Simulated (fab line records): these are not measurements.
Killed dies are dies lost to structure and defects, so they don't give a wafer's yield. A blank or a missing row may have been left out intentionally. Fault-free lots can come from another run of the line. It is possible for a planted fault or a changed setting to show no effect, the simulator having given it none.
The tool behind it: which one?	flow gf180mcu	13 lots with 39 wafers sampled at 5 steps, on a route of 602 steps

WHAT EACH GAUGE READ, for each wafer
GF_TOP_METAL_RS_MEAS_05: measures by four-point-probe. Usual: TOP_METAL_ALCU_RS gives 0.0329 ohm/sq (standard deviation 0.0004).
lot	measured	on	TOP_METAL_ALCU_RS (ohm/sq)	flag
L274	day 27 07:53	film metro-01	0.0332 0.0326 0.0330	
L276	day 27 21:31	film metro-02	0.0326 0.0319 0.0319	
L277	day 28 09:48	film metro-02	0.0328 0.0326 0.0327	
L279	day 29 00:11	film metro-01	0.0331 0.0333 0.0331	
L282	day 29 23:22	film metro-02	0.0322 0.0324 0.0327	
L283	day 30 03:37	film metro-01	0.0333 0.0329 0.0330	
L285	day 31 01:33	film metro-03	0.0321 0.0319 0.0320	
L287	day 31 09:04	film metro-01	0.0179 0.0180 0.0180	OFF
L288	day 31 14:50	film metro-01	0.0181 0.0180 0.0179	OFF
L290	day 32 04:54	film metro-02	0.0331 0.0331 0.0331	
L291	day 32 07:32	film metro-01	0.0329 0.0333 0.0326	
L293	day 32 17:17	film metro-01	0.0326 0.0326 0.0330	
L297	day 33 18:34	film metro-03	0.0332 0.0331 0.0331	

GF_TOP_METAL_THK_MEAS_06: measures by xrf. Usual: TOP_METAL_ALCU_THK gives 883 nm (standard deviation 14).
lot	measured	on	TOP_METAL_ALCU_THK (nm)	flag
L274	day 27 08:01	film metro-01	873 892 884	
L276	day 27 21:38	film metro-02	887 907 909	
L277	day 28 09:55	film metro-02	894 895 892	
L279	day 29 00:17	film metro-01	872 874 872	
L282	day 29 23:28	film metro-02	909 903 889	
L283	day 30 03:43	film metro-01	870 876 872	
L285	day 31 01:40	film metro-03	913 918 917	
L287	day 31 09:11	film metro-01	1598 1594 1590	OFF
L288	day 31 14:56	film metro-01	1594 1592 1596	OFF
L290	day 32 05:01	film metro-02	884 879 880	
L291	day 32 07:39	film metro-01	873 863 886	
L293	day 32 17:23	film metro-01	885 890 872	
L297	day 33 18:40	film metro-03	883 879 880	

GF_PASSIVATION_BOW_MEAS_14. Usual: PASSIVATION_BOW gives 139 um (standard deviation 11).
lot	measured	on	PASSIVATION_BOW (um)	flag
L274	day 29 02:51	film metro-03	151 146 147	
L276	day 29 16:32	film metro-02	157 147 143	
L277	day 30 03:17	film metro-02	114 112 131	
L279	day 30 16:37	film metro-03	141 136 137	
L282	day 31 13:49	film metro-04	139 153 146	
L283	day 31 18:22	film metro-02	138 138 147	
L285	day 32 14:32	film metro-02	134 142 127	
L287	day 32 21:14	film metro-03	105 98 105	OFF
L288	day 33 03:09	film metro-02	91 93 88	OFF
L290	day 33 16:18	film metro-02	134 146 142	
L291	day 33 19:14	film metro-03	153 153 143	
L293	day 34 03:29	film metro-02	149 127 139	
L297	day 35 03:25	film metro-03	118 130 117	

WHAT TOOL EACH LOT RAN ON (gives the tool, then ch and the chambers of the sampled wafers, and finally the start)
lot	GF_TOP_METAL_SPUTTER_02	GF_TOP_METAL_METAL_ETCH_16
L274	pvd sputter-02, day 27 07:48	rie metal-02 ch 0, day 28 04:20
L276	pvd sputter-02, day 27 21:25	rie metal-02 ch 0, day 28 17:56
L277	pvd sputter-04, day 28 09:43	rie metal-02 ch 0, day 29 05:24
L279	pvd sputter-04, day 29 00:04	rie metal-04 ch 0,1, day 29 19:27
L282	pvd sputter-04, day 29 23:14	rie metal-03 ch 0,1, day 30 17:04
L283	pvd sputter-04, day 30 03:29	rie metal-02 ch 0, day 30 21:52
L285	pvd sputter-02, day 31 01:28	rie metal-04 ch 1, day 31 18:54
L287	pvd sputter-04, day 31 08:59	rie metal-02 ch 0,1, day 32 02:02
L288	pvd sputter-04, day 31 14:42	rie metal-04 ch 0,1, day 32 07:56
L290	pvd sputter-01, day 32 04:47	rie metal-04 ch 0,1, day 32 21:35
L291	pvd sputter-02, day 32 07:26	rie metal-03 ch 0,1, day 33 00:11
L293	pvd sputter-02, day 32 17:10	rie metal-03 ch 0,1, day 33 09:27
L297	pvd sputter-01, day 33 18:26	rie metal-02 ch 0,1, day 34 10:23
- GF_TOP_METAL_SPUTTER_02: material AlCu, target thk 900 nm, time 47.82 s.
- GF_TOP_METAL_METAL_ETCH_16: etches the open film in Cl2/BCl3, stops on SiO2, target depth 1077.5 nm, time 179.6 s.

WHAT THE TOOLS THEMSELVES READ (means of the sampled wafers that have a number; where no wafer has one, the mark that the record gives instead)
GF_TOP_METAL_SPUTTER_02. Usual: 29.9 % for throttle valve pct, sd 0.98.
lot	tool	throttle valve pct (%)	flag
L274	pvd sputter-02	28.8	
L276	pvd sputter-02	30.5	
L277	pvd sputter-04	29.5	
L279	pvd sputter-04	29.5	
L282	pvd sputter-04	29.5	
L283	pvd sputter-04	29.5	
L285	pvd sputter-02	29.8	
L287	pvd sputter-04	30.1	
L288	pvd sputter-04	30.1	
L290	pvd sputter-01	30.6	
L291	pvd sputter-02	29.3	
L293	pvd sputter-02	29.5	
L297	pvd sputter-01	30.8	

GF_TOP_METAL_METAL_ETCH_16. Usual: drypump motor current A 5.71 A, standard deviation 0.27; oes product au 0.962 a.u., standard deviation 0.007; throttle valve pct 28.261 %, standard deviation 0.011.
lot	tool	drypump motor current A (A)	oes product au (a.u.)	throttle valve pct (%)	flag
L274	rie metal-02	5.72	0.963	28.256	
L276	rie metal-02	5.72	0.970	28.257	
L277	rie metal-02	5.73	0.962	28.258	
L279	rie metal-04	5.58	0.956	28.269	
L282	rie metal-03	5.39	0.970	28.254	
L283	rie metal-02	5.73	0.964	28.261	
L285	rie metal-04	5.58	0.973	28.257	
L287	rie metal-02	5.81	0.991	28.228	OFF
L288	rie metal-04	5.58	1.000	28.218	OFF
L290	rie metal-04	5.58	0.961	28.265	
L291	rie metal-03	5.83	0.964	28.262	
L293	rie metal-03	5.40	0.968	28.256	
L297	rie metal-02	5.82	0.959	28.271	

THE ANSWER, worked out from the rows above alone
Rule: take the mean of a lot's wafers that have a number; if it is more than 3 standard deviations from the usual mean, the lot is off. A lot without any number at a reading at which 4 lots or more have one is off too. All remaining lots with rows at the step are treated as sound. The gauges are gone through in route order, then the tools' own readings, and for those a lot's mean is taken as printed above. At the first step where some lot is off, the reading lying furthest off is the one used; lots without a number count as furthest.
Off: at GF_TOP_METAL_RS_MEAS_05 (TOP_METAL_ALCU_RS), L287, L288.
If a tool, at a process step before that reading, ran all the lots that are off and no sound lot after the first of them, it fits. Not tried: the gauges at GF_TOP_METAL_RS_MEAS_05; whatever is off there is also off at GF_PASSIVATION_BOW_MEAS_14, on other tools, and gauge error can't account for it. One fits: GF_TOP_METAL_SPUTTER_02 on pvd sputter-04. A fault onset in the window from L283 (day 30 03:29, its last sound lot) to L287 (day 31 08:59, its first lot off) fits.

WHAT THE SIMULATOR HAD PUT IN
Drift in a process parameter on pvd sputter-04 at GF_TOP_METAL_SPUTTER_02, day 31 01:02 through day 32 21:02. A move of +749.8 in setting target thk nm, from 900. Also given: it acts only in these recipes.
Shown lots that were struck: L287, L288. The rule given above showed the same thing.
